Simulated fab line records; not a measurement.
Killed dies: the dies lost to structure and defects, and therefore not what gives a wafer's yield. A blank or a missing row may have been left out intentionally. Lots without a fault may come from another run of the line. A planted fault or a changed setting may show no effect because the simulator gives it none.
Which of the tools did it?    flow sky130    13 lots, 39 wafers sampled, at 4 steps of a route of 708

## WHAT THE GAUGES SHOWED, per wafer
SKY_SONOS_TUNNEL_OVL_MEAS_08. Usual: SONOS_TUNNEL_OVL 0.2 nm, standard deviation 1.2.
lot   measured      on          SONOS_TUNNEL_OVL (nm)  flag
L741  day 11 07:31  overlay-02  1.5 -0.5 1.6           
L743  day 11 23:16  overlay-02  -0.2 0.0 -0.7          
L745  day 12 22:46  overlay-01  -3.5 -0.9 -1.5         
L746  day 13 01:49  overlay-02  1.4 1.2 0.7            
L751  day 15 00:58  overlay-02  1.9 -0.1 -1.3          
L752  day 15 15:40  overlay-02  0.6 1.2 1.3            
L753  day 16 00:53  overlay-02  -0.2 -1.1 -0.8         
L755  day 16 07:28  overlay-02  0.0 0.0 0.3            
L756  day 16 12:38  overlay-02  0.9 -1.0 -1.6          
L757  day 16 22:04  overlay-01  1.1 0.2 1.6            
L758  day 17 05:22  overlay-01  1.4 0.4 0.0            
L761  day 18 03:55  overlay-01  0.4 1.3 -0.7           
L764  day 19 00:28  overlay-02  0.8 0.7 1.2            

SKY_POLY_GATE_THK_MEAS_21. Usual: POLY_GATE_OXIDATION_THK 4.01 nm, standard deviation 0.089.
lot   measured      on            POLY_GATE_OXIDATION_THK (nm)  flag
L741  day 16 15:09  filmMetro-03  4.20 4.14 4.11                
L743  day 17 09:08  filmMetro-02  4.15 4.15 4.17                
L745  day 18 04:23  filmMetro-02  3.94 3.88 3.82                
L746  day 18 11:52  filmMetro-01  3.85 3.85 3.89                
L751  day 20 19:04  filmMetro-03  3.89 3.95 3.98                
L752  day 21 05:52  filmMetro-03  3.91 3.94 3.92                
L753  day 21 15:52  filmMetro-01  4.02 4.00 3.96                
L755  day 23 05:34  filmMetro-03  4.16 4.04 4.18                
L756  day 23 01:59  filmMetro-02  4.04 3.97 4.01                
L757  day 23 04:50  filmMetro-02  4.02 4.04 4.06                
L758  day 23 04:20  filmMetro-02  4.03 4.03 4.00                
L761  day 23 20:31  filmMetro-01  4.01 3.94 4.00                
L764  day 24 23:11  filmMetro-01  3.96 3.93 4.08                

## EACH LOT AND THE TOOL THAT RAN IT (in order: tool; ch and the chambers of the sampled wafers; start)
lot   SKY_RES_PROTECT_DEHYDRATE_00      SKY_POLY_GATE_ETCH_15
L741  lithoTrack-01 ch 0, day 14 11:34  rieDiel-04 ch 0,1,2, day 16 08:08
L743  lithoTrack-01 ch 0, day 15 08:32  rieDiel-04 ch 1,2, day 17 05:45
L745  lithoTrack-03 ch 0, day 16 05:03  rieDiel-04 ch 0,1,2, day 18 02:44
L746  lithoTrack-01 ch 0, day 16 10:29  rieDiel-02 ch 2,3, day 18 10:05
L751  lithoTrack-01 ch 0, day 18 16:38  rieDiel-04 ch 1,2,3, day 20 17:26
L752  lithoTrack-03 ch 0, day 19 03:58  rieDiel-02 ch 0,3, day 21 04:11
L753  lithoTrack-01 ch 0, day 19 12:14  rieDiel-02 ch 0,1, day 21 14:14
L755  lithoTrack-04 ch 0, day 21 01:23  rieDiel-02 ch 1,2,3, day 23 03:25
L756  lithoTrack-04 ch 0, day 20 23:50  rieDiel-03 ch 1,2,3, day 23 00:20
L757  lithoTrack-03 ch 0, day 21 01:40  rieDiel-03 ch 0,1,3, day 23 02:57
L758  lithoTrack-01 ch 0, day 21 01:04  rieDiel-04 ch 1,2,3, day 23 02:41
L761  lithoTrack-01 ch 0, day 21 18:44  rieDiel-04 ch 2,3, day 23 17:44
L764  lithoTrack-04 ch 0, day 22 18:58  rieDiel-03 ch 1,2,3, day 24 18:29
- SKY_RES_PROTECT_DEHYDRATE_00: time 60 s.
- SKY_POLY_GATE_ETCH_15: etches BARC in N2/H2, stops on SiO2, time 118.5 s, target depth 110 nm.

## WHAT THE TOOLS THEMSELVES READ (means of the sampled wafers that have a number; where no wafer has one, the mark that the record gives instead)
SKY_RES_PROTECT_DEHYDRATE_00. Usual: heaterPowerTotalW 160.36 W, standard deviation 0.13; plateTempC 199.97 C, standard deviation 0.16.
lot   tool           heaterPowerTotalW (W)  plateTempC (C)  flag
L741  lithoTrack-01  160.38                 199.90          
L743  lithoTrack-01  157.01                 196.87          OFF
L745  lithoTrack-03  160.32                 200.02          
L746  lithoTrack-01  157.11                 196.71          OFF
L751  lithoTrack-01  160.38                 200.12          
L752  lithoTrack-03  160.36                 199.89          
L753  lithoTrack-01  160.39                 199.91          
L755  lithoTrack-04  160.49                 200.06          
L756  lithoTrack-04  160.39                 200.09          
L757  lithoTrack-03  160.32                 200.03          
L758  lithoTrack-01  160.37                 199.92          
L761  lithoTrack-01  160.29                 199.93          
L764  lithoTrack-04  160.50                 199.87          

SKY_POLY_GATE_ETCH_15. Usual: drypumpMotorCurrentA 5.5 A, standard deviation 0.42; oesProductAu 0.716 a.u., standard deviation 0.0049; throttleValvePct 13.214 %, standard deviation 0.0094.
lot   tool        drypumpMotorCurrentA (A)  oesProductAu (a.u.)  throttleValvePct (%)  flag
L741  rieDiel-04  5.3                       0.712                13.214                
L743  rieDiel-04  5.6                       0.715                13.215                
L745  rieDiel-04  5.4                       0.721                13.216                
L746  rieDiel-02  6.2                       0.719                13.208                
L751  rieDiel-04  5.3                       0.717                13.211                
L752  rieDiel-02  6.0                       0.720                13.210                
L753  rieDiel-02  5.6                       0.710                13.212                
L755  rieDiel-02  5.9                       0.716                13.213                
L756  rieDiel-03  5.3                       0.716                13.217                
L757  rieDiel-03  5.6                       0.718                13.223                
L758  rieDiel-04  5.3                       0.710                13.213                
L761  rieDiel-04  5.2                       0.713                13.227                
L764  rieDiel-03  5.3                       0.718                13.204                

## THE ANSWER, worked out from the rows above alone
Rule: a lot is off if the mean of its wafers that have a number lies more than 3 standard deviations from the usual mean. A lot without any number at a reading at which 4 lots or more have one is off too. Any other lot the step has rows for is counted as sound. The gauges are gone through in route order, then the tools' own readings, and for those a lot's mean is taken as printed above. The first step at which some lot is off is used, and at that step the reading that is off furthest; a lot without a number counts as furthest.
Off, at SKY_RES_PROTECT_DEHYDRATE_00 on heaterPowerTotalW: L743, L746.
If a tool, at that step or one of the process steps before it, ran each lot that is off and ran no sound lot following the first of them, it fits. Not one of the candidates tried fits.

## WHAT THE SIMULATOR PUT IN
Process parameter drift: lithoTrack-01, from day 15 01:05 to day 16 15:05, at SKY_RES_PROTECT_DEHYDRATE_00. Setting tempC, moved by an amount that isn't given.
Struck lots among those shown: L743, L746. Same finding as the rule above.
